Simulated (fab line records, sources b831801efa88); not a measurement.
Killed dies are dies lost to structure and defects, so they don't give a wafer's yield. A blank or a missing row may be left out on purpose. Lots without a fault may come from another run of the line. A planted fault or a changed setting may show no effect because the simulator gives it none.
A struck lot beside a sound one | flow gf180mcu | 15 steps out of a route of 602
Sound: wafers L264.1, L264.3, L264.4. Struck: wafers L277.1, L277.2, L277.6. The cause comes at the end.
At each step with rows: each side's tool, then ch and its chambers, then its first start. Under that, the readings that differ: sound wafers | struck wafers | difference of the means | sigmas: that difference in standard deviations of wafers without a fault.
alike: readings whose means differ by less than 2 such deviations, and words and numbers that are the same on both sides. not compared: withheld readings, readings that some wafer has no value for, bounds like >300 that may hide the same value, and numbers for which the record gives no deviation and whose values overlap.
The two part at a step that has a row with sigmas, a row that says differs or no value, or rows on one side only. Numbers that don't overlap but have no deviation are shown without sigmas and don't part them. A reading that every wafer of one side lacks parts them only if that side has two wafers or more.

first, 4 steps without rows for these wafers: GF_STI_WET_ETCH_26 (etches SiO2 in dHF, target depth 94 nm, time 188 s); GF_STI_WET_ETCH_27 (etches Si3N4 in H3PO4, target depth 160 nm, time 1825 s); GF_STI_WET_ETCH_28 (etches SiO2 in dHF, target depth 20 nm, time 40 s); GF_STI_OXIDATION_29 (stabilise 600 s, purge 300 s, target thk 10 nm).
GF_STI_THK_MEAS_30:
  sound on film_metro-03, day 4 00:01; struck on film_metro-02, day 6 17:55
  alike: STI_OXIDATION_02_THK
then, 7 steps without rows for these wafers: GF_DNWELL_DEHYDRATE_00 (time 60 s); GF_DNWELL_HMDS_01 (prime time 60 s); GF_DNWELL_COAT_02 (resist thk 3000 nm); GF_DNWELL_SOFTBAKE_03; GF_DNWELL_EXPOSE_04 (exposes mask DNWELL, target cd 1700 nm); GF_DNWELL_PEB_05; GF_DNWELL_DEVELOP_06 (develop time 60 s).
GF_DNWELL_IMPLANT_07:
  sound on implanter-04 ch 0, day 4 13:22; struck on implanter-04 ch 0, day 7 09:54
  reading                   | sound                | struck               | difference | sigmas
  beam_energy_keV           | 1499.8 1499.6 1499.9 | 1470.7 1470.7 1470.3 | -29.2      | -66
  model.implant.drp_nm (nm) | 197.4 197.4 197.4    | 196.3 196.3 196.3    | -1.1       |
GF_DNWELL_STRIP_08: strips in O2/N2.
  sound on plasma_asher-02 ch 0,1, day 4 13:31; struck on plasma_asher-02 ch 0,1, day 7 10:03
  reading           | sound                | struck               | difference | sigmas
  platen_temp_c (C) | 249.66 249.74 249.95 | 250.30 250.05 250.11 | +0.37      | +2
  alike: drypump_motor_current_A, heater_power_w, oes_product_au, strip_time_to_endpoint_s
  not compared: rf_hours_counter_h
-- the record jumps here: 27 days lie between the struck wafers' starts before and after (it left off in module DNWELL and takes up again in module PASSIVATION, whose first step shown is number 602 of the route) --
GF_PASSIVATION_PROBE_99:
  the record has rows for the struck wafers here (prober-01, day 34 13:29) and none for the sound ones

WHERE THEY PART
First at GF_DNWELL_IMPLANT_07; last, within this record, at GF_PASSIVATION_PROBE_99.

WHY: what the simulator had put in
Process parameter drift: implanter-04, from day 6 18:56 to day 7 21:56, at GF_DNWELL_IMPLANT_07. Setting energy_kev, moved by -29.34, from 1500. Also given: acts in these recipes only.
